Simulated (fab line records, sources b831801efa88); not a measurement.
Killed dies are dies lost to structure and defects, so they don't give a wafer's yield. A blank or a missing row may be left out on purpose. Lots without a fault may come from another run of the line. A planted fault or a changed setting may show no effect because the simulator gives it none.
Tool commonality check | flow gf180mcu | 13 lots, 45 wafers sampled

WHY IT WAS OPENED
At GF_MIM_RS_MEAS_10 the reading MIM_ALCU_RS is flagged on 2 of 13 lots. Wafers without a fault read 0.1609 ohm/sq, standard deviation 0.0026.
Rule: a lot is flagged when every wafer of it that has a number lies more than 4 standard deviations from that mean, or none has a number. The other lots count as sound.

lot  | measured     | on            | MIM_ALCU_RS (ohm/sq), wafer by wafer      | flag
L933 | day 24 11:25 | film_metro-03 | 0.1611 0.1636 0.1642                      |
L934 | day 25 00:21 | film_metro-03 | 0.1628 0.1581 0.1592                      |
L935 | day 25 04:01 | film_metro-01 | 0.1582 0.1586 0.1570                      |
L937 | day 25 21:13 | film_metro-03 | 0.1596 0.1643 0.1642                      |
L938 | day 26 03:17 | film_metro-02 | 0.1636 0.1642 0.1619                      |
L941 | day 27 07:16 | film_metro-01 | 0.3455 0.3343 0.3330 0.3457 0.3343 0.3329 | FLAGGED
L943 | day 27 23:50 | film_metro-02 | 0.1586 0.1546 0.1586                      |
L945 | day 28 18:47 | film_metro-02 | 0.3292 0.3566 0.3285 0.3293 0.3575 0.3290 | FLAGGED
L946 | day 28 19:38 | film_metro-01 | 0.1590 0.1618 0.1619                      |
L948 | day 29 06:20 | film_metro-03 | 0.1614 0.1626 0.1588                      |
L949 | day 29 12:04 | film_metro-03 | 0.1618 0.1623 0.1611                      |
L955 | day 31 08:26 | film_metro-02 | 0.1631 0.1637 0.1610                      |
L956 | day 31 11:35 | film_metro-02 | 0.1613 0.1671 0.1626                      |
The numbers of the flagged lots are 0.3380 ohm/sq on average: +0.1771 ohm/sq against the usual, or +68 standard deviations.

WHICH TOOL RAN EACH LOT
The record holds 2 process steps before the reading, out of a route of 602 steps. In each cell: the tool, then ch and the chambers that the sampled wafers went through, then the start.
lot  | flag    | GF_V4_SPUTTER_21             | GF_MIM_SPUTTER_08
L933 |         | pvd_sputter-04, day 24 10:18 | pvd_sputter-03, day 24 11:21
L934 |         | pvd_sputter-04, day 24 23:12 | pvd_sputter-02, day 25 00:15
L935 |         | pvd_sputter-03, day 25 02:53 | pvd_sputter-02, day 25 03:56
L937 |         | pvd_sputter-04, day 25 20:06 | pvd_sputter-03, day 25 21:09
L938 |         | pvd_sputter-03, day 26 02:10 | pvd_sputter-01, day 26 03:13
L941 | FLAGGED | pvd_sputter-03, day 27 06:09 | pvd_sputter-03, day 27 07:12
L943 |         | pvd_sputter-04, day 27 22:41 | pvd_sputter-02, day 27 23:44
L945 | FLAGGED | pvd_sputter-03, day 28 17:37 | pvd_sputter-03, day 28 18:40
L946 |         | pvd_sputter-01, day 28 18:30 | pvd_sputter-02, day 28 19:35
L948 |         | pvd_sputter-04, day 29 05:14 | pvd_sputter-02, day 29 06:17
L949 |         | pvd_sputter-04, day 29 10:58 | pvd_sputter-02, day 29 12:01
L955 |         | pvd_sputter-01, day 31 07:20 | pvd_sputter-01, day 31 08:23
L956 |         | pvd_sputter-03, day 31 10:29 | pvd_sputter-01, day 31 11:32
What these steps do:
- GF_V4_SPUTTER_21: material Ti, target thk 15 nm, time 80.02 s.
- GF_MIM_SPUTTER_08: material AlCu, target thk 200 nm, time 10.6 s.
- GF_MIM_RS_MEAS_10: measures by four-point-probe.

FLAGGED OVER TOTAL, TOOL BY TOOL (the gauges that took the reading come last)
step              | tool           | lots run | flagged | share of the flagged lots | sound lots run after its first flagged lot
GF_V4_SPUTTER_21  | pvd_sputter-01 | 2        | 0       | none                      | -
GF_V4_SPUTTER_21  | pvd_sputter-03 | 5        | 2       | all                       | 1 (L956)
GF_V4_SPUTTER_21  | pvd_sputter-04 | 6        | 0       | none                      | -
GF_MIM_SPUTTER_08 | pvd_sputter-01 | 3        | 0       | none                      | -
GF_MIM_SPUTTER_08 | pvd_sputter-02 | 6        | 0       | none                      | -
GF_MIM_SPUTTER_08 | pvd_sputter-03 | 4        | 2       | all                       | 0
GF_MIM_RS_MEAS_10 | film_metro-01  | 3        | 1       | some                      | 1 (L946)
GF_MIM_RS_MEAS_10 | film_metro-02  | 5        | 1       | some                      | 2 (L955,L956)
GF_MIM_RS_MEAS_10 | film_metro-03  | 5        | 0       | none                      | -

WHAT THE TABLE ALLOWS
2 rows of the table ran every flagged lot: pvd_sputter-03 at GF_V4_SPUTTER_21, pvd_sputter-03 at GF_MIM_SPUTTER_08.
- pvd_sputter-03 at GF_V4_SPUTTER_21: 2 of its 5 lots flagged. Sound lots ran on it after the first flagged one (L956), which a lasting fault on the whole tool wouldn't allow.
- pvd_sputter-03 at GF_MIM_SPUTTER_08: 2 of its 4 lots flagged. Its last sound lot is L937 (day 25 21:09), its first flagged lot L941 (day 27 07:12): a fault that began between those two fits.
One tool is left: pvd_sputter-03 at GF_MIM_SPUTTER_08.

WHAT THE SIMULATOR HAD PUT IN
Process parameter drift: pvd_sputter-03, from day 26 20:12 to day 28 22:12, at GF_MIM_SPUTTER_08. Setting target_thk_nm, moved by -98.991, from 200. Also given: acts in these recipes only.
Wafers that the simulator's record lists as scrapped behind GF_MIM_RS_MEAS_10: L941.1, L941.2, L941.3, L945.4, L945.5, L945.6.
Lots struck among those shown: L941, L945. The rule above found the same.
